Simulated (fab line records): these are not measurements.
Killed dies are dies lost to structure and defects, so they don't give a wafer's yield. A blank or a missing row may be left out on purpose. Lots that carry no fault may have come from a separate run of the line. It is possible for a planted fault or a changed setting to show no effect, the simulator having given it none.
A struck lot beside a sound one + flow gf180mcu + 19 steps out of a route of 602
Sound: the wafers L788.1, L788.2, L788.3. Struck: wafers L803.2, L803.4, L803.5. The cause is named last.
At each step with rows: each side's tool, then ch and its chambers, then its first start. Under that, the readings that differ: sound wafers + struck wafers + difference of the means + sigmas: that difference in standard deviations of wafers without a fault.
alike: same words and numbers on both sides, and readings whose means sit less than 2 such deviations apart. not compared: any withheld reading, any reading some wafer has no value for, any bound like >300 that may hide the same value, and any number with overlapping values for which the record gives no deviation.
Wherever a step has rows on one side only, a row that says differs or no value, or a row with sigmas, the two part there. Non-overlapping numbers with no deviation appear without sigmas and do not part them. Lack of a reading on every wafer of one side parts them only where that side has two or more wafers.

GF_V5_RS_MEAS_24: measurement is done with a four-point probe.
  sound on film-metro-02, day 28 18:43; struck on film-metro-03, day 32 20:05
  alike: V5_W_RS
GF_V5_THK_MEAS_25: measures by xrf.
  sound on film-metro-02, day 28 18:50; struck on film-metro-03, day 32 20:11
| reading       | sound       | struck      | difference | sigmas |
|---------------|-------------|-------------|------------|--------|
| V5_W_THK (nm) | 354 345 339 | 332 331 331 | -15        | -2     |
then, 1 step without rows for these wafers: GF_V5_CMP_26 (polishes, stops on SiO2, t overpolish 15 s, target thk 0 nm).
GF_TOP_METAL_SPUTTER_00: material Ti, target thk 37.5 nm, time 150 s.
  sound on pvd-sputter-03, day 28 19:11; struck on pvd-sputter-01, day 32 20:49
  alike: chamber-pressure-pa, throttle-valve-pct
GF_TOP_METAL_SPUTTER_01: material TiN, target thk 30 nm, time 23.86 s.
  sound on pvd-sputter-03, day 28 19:17; struck on pvd-sputter-01, day 32 20:55
  alike: chamber-pressure-pa, throttle-valve-pct
GF_TOP_METAL_SPUTTER_02: material AlCu, target thk 900 nm, time 47.82 s.
  sound on pvd-sputter-03, day 28 19:19; struck on pvd-sputter-01, day 32 20:57
  alike: chamber-pressure-pa, throttle-valve-pct
GF_TOP_METAL_SPUTTER_03: material Ti, target thk 5 nm, time 3.3 s.
  sound on pvd-sputter-03, day 28 19:22; struck on pvd-sputter-01, day 32 20:59
  alike: chamber-pressure-pa, throttle-valve-pct
GF_TOP_METAL_SPUTTER_04: material TiN, target thk 25 nm, time 20.8 s.
  sound on pvd-sputter-03, day 28 19:23; struck on pvd-sputter-01, day 32 21:01
  alike: chamber-pressure-pa, throttle-valve-pct
GF_TOP_METAL_RS_MEAS_05: measurement is done with a four-point probe.
  sound on film-metro-02, day 28 19:25; struck on film-metro-04, day 32 21:04
  alike: TOP_METAL_ALCU_RS
GF_TOP_METAL_THK_MEAS_06: measures by xrf.
  sound on film-metro-02, day 28 19:32; struck on film-metro-04, day 32 21:10
  alike: TOP_METAL_ALCU_THK
then, 2 steps without rows for these wafers: GF_TOP_METAL_DEHYDRATE_07 (time 60 s); GF_TOP_METAL_HMDS_08 (prime time 60 s).
GF_TOP_METAL_COAT_09: resist thk 1500 nm.
  sound on litho-track-02 ch 0, day 29 05:03; struck on litho-track-03 ch 0, day 33 04:44
| reading                                        | sound                | struck               | difference | sigmas |
|------------------------------------------------|----------------------|----------------------|------------|--------|
| dispense-pressure-kPa (kPa)                    | 55.0 55.0 55.0       | 50.9 50.9 50.9       | -4.1       | -2     |
| spin-speed-rpm (rpm)                           | 3003.1 3002.8 3001.5 | 3035.0 3038.9 3039.3 | +35.3      | +14    |
| model.NOVOLAK_of_TOP_METAL_COAT_09.thk-nm (nm) | 1510 1514 1515       | 1492 1491 1491       | -22        |        |
then, 3 steps without rows for these wafers: GF_TOP_METAL_SOFTBAKE_10 (time 60 s); GF_TOP_METAL_EXPOSE_11 (exposes mask MetalTop, target cd 440 nm); GF_TOP_METAL_PEB_12.
GF_TOP_METAL_DEVELOP_13: develop time 60 s.
  sound on litho-track-04 ch 0, day 29 15:00; struck on litho-track-03 ch 0, day 33 12:14
| reading                                        | sound          | struck         | difference | sigmas |
|------------------------------------------------|----------------|----------------|------------|--------|
| model.NOVOLAK_of_TOP_METAL_COAT_09.thk-nm (nm) | 1510 1514 1514 | 1491 1491 1490 | -22        |        |
GF_TOP_METAL_CD_MEAS_14 targets a cd of 440 nm.
  sound on cd-sem-02, day 29 15:09; struck on cd-sem-02, day 33 12:22
  alike: cd-nm
GF_PASSIVATION_PROBE_99:
  the record has rows for the struck wafers here (prober-02, day 34 07:16) and none for the sound ones

== WHERE THEY PART ==
At GF_V5_THK_MEAS_25 first; at GF_PASSIVATION_PROBE_99 last (within this record only).

WHY: what the simulator had put in
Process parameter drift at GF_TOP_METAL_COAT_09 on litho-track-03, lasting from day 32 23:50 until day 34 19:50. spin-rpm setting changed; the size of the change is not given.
